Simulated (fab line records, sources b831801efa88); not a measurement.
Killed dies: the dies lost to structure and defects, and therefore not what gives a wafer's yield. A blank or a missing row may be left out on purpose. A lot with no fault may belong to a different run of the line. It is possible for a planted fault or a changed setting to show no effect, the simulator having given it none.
Which tool is to blame? | flow sky130 | at 1 step of a route of 708, 12 lots with 36 wafers sampled

## WHAT THE GAUGES SHOWED, per wafer
SKY_FIELD_ISO_THK_MEAS_02.
lot  | measured    | on            | FIELD_ISO_OXIDATION_00_THK (nm)
L075 | day 1 17:22 | film_metro-01 | 11.81 11.58 11.69
L077 | day 2 02:52 | film_metro-01 | 11.70 11.71 11.70
L079 | day 2 12:38 | film_metro-01 | 11.86 11.58 11.85
L081 | day 2 22:38 | film_metro-01 | 12.14 12.25 12.51
L083 | day 3 09:43 | film_metro-01 | 11.80 11.98 11.99
L085 | day 3 20:34 | film_metro-01 | 11.69 11.75 11.77
L087 | day 4 04:39 | film_metro-02 | 11.74 11.98 11.89
L089 | day 4 15:19 | film_metro-02 | 12.19 11.98 11.92
L091 | day 5 00:39 | film_metro-01 | 11.67 11.90 11.83
L093 | day 5 10:38 | film_metro-02 | 11.73 11.65 11.82
L095 | day 5 20:40 | film_metro-02 | 12.46 12.31 12.40
L097 | day 6 06:38 | film_metro-04 | 11.65 11.66 11.82

## WHAT TOOL EACH LOT RAN ON (gives the tool, then ch and the chambers of the sampled wafers, and finally the start)
No process step before these readings appears in the record.

## THE ANSWER, worked out from the rows above alone
Rule: what is usual is taken from the lots themselves. The widest of any qualifying gaps counts: lots, ordered by their means at a reading, are off when they make up no more than a third of the lots, leave a main group of 4 or more, and stand apart from it by 3 or more times the standard deviation of that group's means. The tables above print the reading to a certain number of digits; a main group whose means all agree to those digits is not used. A lot without any number at a reading at which 4 lots or more have one is off too. Any other lot the step has rows for is counted as sound.
No lot is off on any of the readings shown, so nothing can be concluded from this.

## WHAT THE SIMULATOR HAD PUT IN
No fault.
